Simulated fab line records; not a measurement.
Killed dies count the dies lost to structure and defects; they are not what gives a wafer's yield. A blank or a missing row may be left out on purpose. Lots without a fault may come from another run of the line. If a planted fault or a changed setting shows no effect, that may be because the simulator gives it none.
Matching of chambers + flow sky130 + 4 sister chambers for SKY_VIA2_CMP_24 on cmp-01
The step polishes, stops on SiO2, t overpolish 20 s, target thk 0 nm. 27 wafers are shown with their chamber, then 12 later ones without.

## WAFERS, EACH WITH ITS CHAMBER
| wafer  | chamber | motor_current_A (A) | time_to_endpoint_s (s) | slurry_flow_ml_min |
|--------|---------|---------------------|------------------------|--------------------|
| L074.2 | 1       | 11.1                | 104                    | 150.1              |
| L074.3 | 0       | 10.9                | 98                     | 150.2              |
| L074.4 | 3       | 11.4                | 102                    | 149.9              |
| L077.1 | 2       | 11.0                | 94                     | 149.5              |
| L077.2 | 3       | 11.7                | 101                    | 150.2              |
| L077.3 | 1       | 10.9                | 106                    | 149.4              |
| L078.1 | 2       | 9.8                 | 97                     | 150.3              |
| L078.4 | 1       | 11.1                | 109                    | 149.6              |
| L078.5 | 2       | 10.4                | 93                     | 149.9              |
| L080.3 | 1       | 10.9                | 106                    | 149.7              |
| L080.4 | 0       | 11.0                | 97                     | 150.4              |
| L080.6 | 0       | 10.7                | 99                     | 149.7              |
| L081.1 | 0       | 10.5                | 103                    | 150.8              |
| L081.4 | 3       | 11.6                | 105                    | 150.2              |
| L081.6 | 0       | 10.3                | 95                     | 150.2              |
| L082.1 | 2       | 10.4                | 103                    | 149.5              |
| L082.2 | 0       | 10.7                | 107                    | 150.2              |
| L082.6 | 2       | 10.6                | 103                    | 150.0              |
| L085.2 | 3       | 11.7                | 106                    | 149.3              |
| L085.3 | 1       | 10.9                | 109                    | 150.2              |
| L085.5 | 1       | 11.0                | 110                    | 149.8              |
| L086.4 | 1       | 10.6                | 104                    | 150.2              |
| L086.5 | 1       | 10.6                | 106                    | 150.1              |
| L086.6 | 2       | 9.9                 | 96                     | 150.3              |
| L087.1 | 2       | 10.1                | 95                     | 150.8              |
| L087.4 | 3       | 12.2                | 102                    | 151.0              |
| L087.5 | 1       | 11.3                | 104                    | 149.4              |

SIGNATURES (averages over the wafers above)
| reading            | chamber 0 | chamber 1 | chamber 2 | chamber 3 | scatter within a chamber |
|--------------------|-----------|-----------|-----------|-----------|--------------------------|
| motor_current_A    | 10.683    | 10.933    | 10.314    | 11.720    | 0.305                    |
| time_to_endpoint_s | 99.83     | 106.44    | 97.29     | 103.20    | 3.37                     |
| slurry_flow_ml_min | 150.250   | 149.833   | 150.043   | 150.120   | 0.433                    |
Rule: distance of a wafer from a chamber = root of the sum over the readings of ((wafer's reading minus chamber's mean) / reading's scatter) squared. If the next closest chamber is less than 2 further off than the closest, the wafer can't be placed; otherwise it belongs to the closest. How the scatter is found: for the shown wafers, subtract from each reading the mean of its chamber, square and add these, divide the total by (wafers less chambers), then take the root.

## WAFERS WITHOUT THEIR CHAMBER
| wafer  | motor_current_A (A) | time_to_endpoint_s (s) | slurry_flow_ml_min |
|--------|---------------------|------------------------|--------------------|
| L088.1 | 10.1                | 95                     | 150.4              |
| L088.3 | 11.9                | 103                    | 150.3              |
| L088.4 | 10.7                | 104                    | 149.6              |
| L089.1 | 11.9                | 105                    | 150.6              |
| L089.5 | 10.5                | 97                     | 150.2              |
| L089.6 | 11.0                | 104                    | 150.3              |
| L094.2 | 11.0                | 105                    | 150.5              |
| L094.4 | 10.6                | 98                     | 150.3              |
| L094.5 | 11.8                | 104                    | 150.6              |
| L095.1 | 11.4                | 105                    | 150.0              |
| L095.2 | 10.9                | 100                    | 149.9              |
| L095.4 | 12.0                | 98                     | 150.3              |

## EACH ONE'S CHAMBER
| wafer  | from the rows above               | in truth |
|--------|-----------------------------------|----------|
| L088.1 | can't be placed: 2 or 0           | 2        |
| L088.3 | 3                                 | 3        |
| L088.4 | can't be placed: 1 or 0 or 2      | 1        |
| L089.1 | 3                                 | 3        |
| L089.5 | can't be placed: 2 or 0           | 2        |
| L089.6 | can't be placed: 1 or 0 or 3 or 2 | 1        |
| L094.2 | can't be placed: 1 or 0 or 3 or 2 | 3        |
| L094.4 | can't be placed: 0 or 2           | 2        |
| L094.5 | 3                                 | 3        |
| L095.1 | can't be placed: 3 or 1 or 0      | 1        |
| L095.2 | can't be placed: 0 or 1 or 2 or 3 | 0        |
| L095.4 | 3                                 | 3        |
Placed correctly: 4 of 12. These rows do not allow placing 8 (true chamber among the candidates in 8). 0 placed wrongly.
